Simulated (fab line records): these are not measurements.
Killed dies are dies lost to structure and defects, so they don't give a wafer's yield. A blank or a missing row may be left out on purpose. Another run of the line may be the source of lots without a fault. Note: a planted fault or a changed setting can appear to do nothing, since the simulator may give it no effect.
Which tool was responsible? ; flow sfq-line ; Sampling: 14 lots, 42 wafers, 5 of 325 route steps

WHAT EACH GAUGE READ, for each wafer
SFQ_L0_RS_MEAS_901: the measuring method here is four-point-probe. Usual: L0_MONX_KI_RS gives 43.5 ohm/sq (standard deviation 0.38).
lot;measured;on;L0_MONX_KI_RS (ohm/sq);flag
L782;day 1 12:37;film-metro-04;43.8 43.3 43.8;
L783;day 1 17:34;film-metro-04;44.6 43.8 43.9;
L784;day 1 22:34;film-metro-02;43.6 43.2 44.0;
L785;day 2 03:34;film-metro-02;43.2 43.4 43.4;
L787;day 2 13:35;film-metro-02;42.6 42.9 43.4;
L788;day 2 18:34;film-metro-02;43.9 43.4 43.4;
L789;day 2 23:34;film-metro-03;43.2 43.1 43.5;
L790;day 3 04:35;film-metro-04;43.4 43.6 43.9;
L794;day 4 00:34;film-metro-03;45.4 43.7 43.3;
L796;day 4 10:46;film-metro-03;46.2 42.8 43.3;
L798;day 4 20:34;film-metro-04;43.3 43.4 43.4;
L800;day 5 06:36;film-metro-04;44.0 44.0 43.7;
L803;day 5 21:36;film-metro-03;43.6 43.6 43.6;
L804;day 6 02:34;film-metro-04;43.9 44.1 44.7;

SFQ_L0_THK_MEAS_902: measures by xrf. Usual: L0_MONX_KI_THK gives 40.3 nm (standard deviation 0.36).
lot;measured;on;L0_MONX_KI_THK (nm);flag
L782;day 1 12:43;film-metro-04;40.3 40.9 39.9;
L783;day 1 17:41;film-metro-04;39.2 40.1 39.7;
L784;day 1 22:41;film-metro-02;39.9 40.5 40.0;
L785;day 2 03:41;film-metro-02;40.3 40.0 40.4;
L787;day 2 13:41;film-metro-02;41.1 40.7 40.6;
L788;day 2 18:41;film-metro-02;40.0 40.4 40.4;
L789;day 2 23:41;film-metro-03;40.5 40.7 40.1;
L790;day 3 04:41;film-metro-04;40.4 40.2 40.0;
L794;day 4 00:41;film-metro-03;38.6 40.3 40.6;
L796;day 4 10:52;film-metro-03;37.8 40.9 40.7;
L798;day 4 20:41;film-metro-04;40.7 40.3 40.7;
L800;day 5 06:42;film-metro-04;40.1 39.7 40.1;
L803;day 5 21:42;film-metro-03;40.3 40.5 40.3;
L804;day 6 02:41;film-metro-04;40.2 39.9 39.4;

SFQ_M2_OVL_MEAS_916. Usual: M2_OVL gives 0 nm (standard deviation 4.9).
lot;measured;on;M2_OVL (nm);flag
L782;day 32 06:42;overlay-02;0 1 -4;
L783;day 32 10:17;overlay-01;-5 -1 -6;
L784;day 32 13:53;overlay-02;1 0 -4;
L785;day 32 16:17;overlay-02;-5 1 -3;
L787;day 34 08:01;overlay-01;-6 -1 -3;
L788;day 34 10:24;overlay-01;0 -1 0;
L789;day 34 22:32;overlay-01;-8 -6 -2;
L790;day 35 09:20;overlay-02;-6 -1 -1;
L794;day 37 07:03;overlay-02;-11 -5 -9;
L796;day 38 03:10;overlay-01;2 -1 0;
L798;day 38 13:09;overlay-02;3 1 1;
L800;day 40 07:10;overlay-02;-3 -6 -3;
L803;day 45 23:16;overlay-01;2 -2 9;
L804;day 46 08:51;overlay-01;1 -4 -1;

WHAT TOOL EACH LOT RAN ON (gives the tool, then ch and the chambers of the sampled wafers, and finally the start)
lot;SFQ_TRILAYER_L0_DEP_SPUTTER_003;SFQ_TRILAYER_L0_ETCH_METAL_ETCH_008
L782;pvd-sputter-06, day 1 12:29;rie-metal-03 ch 0,1, day 4 01:50
L783;pvd-sputter-06, day 1 17:29;rie-metal-03 ch 0,1, day 4 07:50
L784;pvd-sputter-05, day 1 22:29;rie-metal-01 ch 0,1, day 4 16:14
L785;pvd-sputter-04, day 2 03:29;rie-metal-03 ch 0,1, day 4 22:14
L787;pvd-sputter-06, day 2 13:29;rie-metal-03 ch 0,1, day 5 07:50
L788;pvd-sputter-04, day 2 18:29;rie-metal-01 ch 0,1, day 5 16:14
L789;pvd-sputter-05, day 2 23:29;rie-metal-04 ch 0, day 6 03:04
L790;pvd-sputter-06, day 3 04:29;rie-metal-01 ch 0, day 6 10:13
L794;pvd-sputter-05, day 4 00:29;rie-metal-01 ch 0,1, day 7 10:08
L796;pvd-sputter-05, day 4 10:29;rie-metal-03 ch 0,1, day 8 01:44
L798;pvd-sputter-06, day 4 20:29;rie-metal-04 ch 0,1, day 8 14:56
L800;pvd-sputter-04, day 5 06:29;rie-metal-04 ch 0,1, day 9 05:27
L803;pvd-sputter-06, day 5 21:29;rie-metal-04 ch 0,1, day 9 17:27
L804;pvd-sputter-04, day 6 02:29;rie-metal-03 ch 0,1, day 10 00:38
- SFQ_TRILAYER_L0_DEP_SPUTTER_003: material MoNx KI, target thk 40 nm, time 100 s.
- SFQ_TRILAYER_L0_ETCH_METAL_ETCH_008: etches MoNx KI in SF6/O2, stops on SiO2, target depth 50 nm, time 25 s.

WHAT THE TOOLS THEMSELVES READ (means of the sampled wafers that have a number; where no wafer has one, the mark that the record gives instead)
SFQ_TRILAYER_L0_DEP_SPUTTER_003. Usual: cathode-dc-power-W 800.00 W, standard deviation 0.14; throttle-valve-pct 30.3 %, standard deviation 1.2.
lot;tool;cathode-dc-power-W (W);throttle-valve-pct (%);flag
L782;pvd-sputter-06;800.13;30.9;
L783;pvd-sputter-06;799.97;30.3;
L784;pvd-sputter-05;800.00;30.2;
L785;pvd-sputter-04;800.04;28.9;
L787;pvd-sputter-06;800.00;30.6;
L788;pvd-sputter-04;800.10;29.1;
L789;pvd-sputter-05;800.02;30.2;
L790;pvd-sputter-06;799.88;30.7;
L794;pvd-sputter-05;799.93;30.3;
L796;pvd-sputter-05;799.77;31.1;
L798;pvd-sputter-06;800.03;30.7;
L800;pvd-sputter-04;800.10;29.9;
L803;pvd-sputter-06;800.04;30.5;
L804;pvd-sputter-04;799.96;28.1;

SFQ_TRILAYER_L0_ETCH_METAL_ETCH_008. Usual: drypump-motor-current-A 5.5 A, standard deviation 0.31; oes-product-au 0.874 a.u., standard deviation 0.006.
lot;tool;drypump-motor-current-A (A);oes-product-au (a.u.);flag
L782;rie-metal-03;5.4;0.875;
L783;rie-metal-03;5.4;0.870;
L784;rie-metal-01;5.5;0.869;
L785;rie-metal-03;5.4;0.874;
L787;rie-metal-03;5.6;0.880;
L788;rie-metal-01;5.8;0.871;
L789;rie-metal-04;5.4;0.877;
L790;rie-metal-01;5.3;0.872;
L794;rie-metal-01;5.8;0.863;
L796;rie-metal-03;5.4;0.870;
L798;rie-metal-04;5.4;0.876;
L800;rie-metal-04;5.4;0.868;
L803;rie-metal-04;5.5;0.871;
L804;rie-metal-03;5.7;0.870;

THE ANSWER, worked out from the rows above alone
Rule: lot off if the mean of its wafers having a number is beyond 3 standard deviations from the usual mean. Also off: a lot with no number at a reading for which 4 or more lots have one. Where the step has rows for the other lots, those lots are counted as sound. Order of review: gauges by route order, followed by the tools' own readings, for which a lot's mean as printed above is used. At the first step where some lot is off, the reading lying furthest off is the one used; lots without a number count as furthest.
Across all readings shown, no lot is off: no conclusion can be drawn from this.

WHAT THE SIMULATOR PUT IN
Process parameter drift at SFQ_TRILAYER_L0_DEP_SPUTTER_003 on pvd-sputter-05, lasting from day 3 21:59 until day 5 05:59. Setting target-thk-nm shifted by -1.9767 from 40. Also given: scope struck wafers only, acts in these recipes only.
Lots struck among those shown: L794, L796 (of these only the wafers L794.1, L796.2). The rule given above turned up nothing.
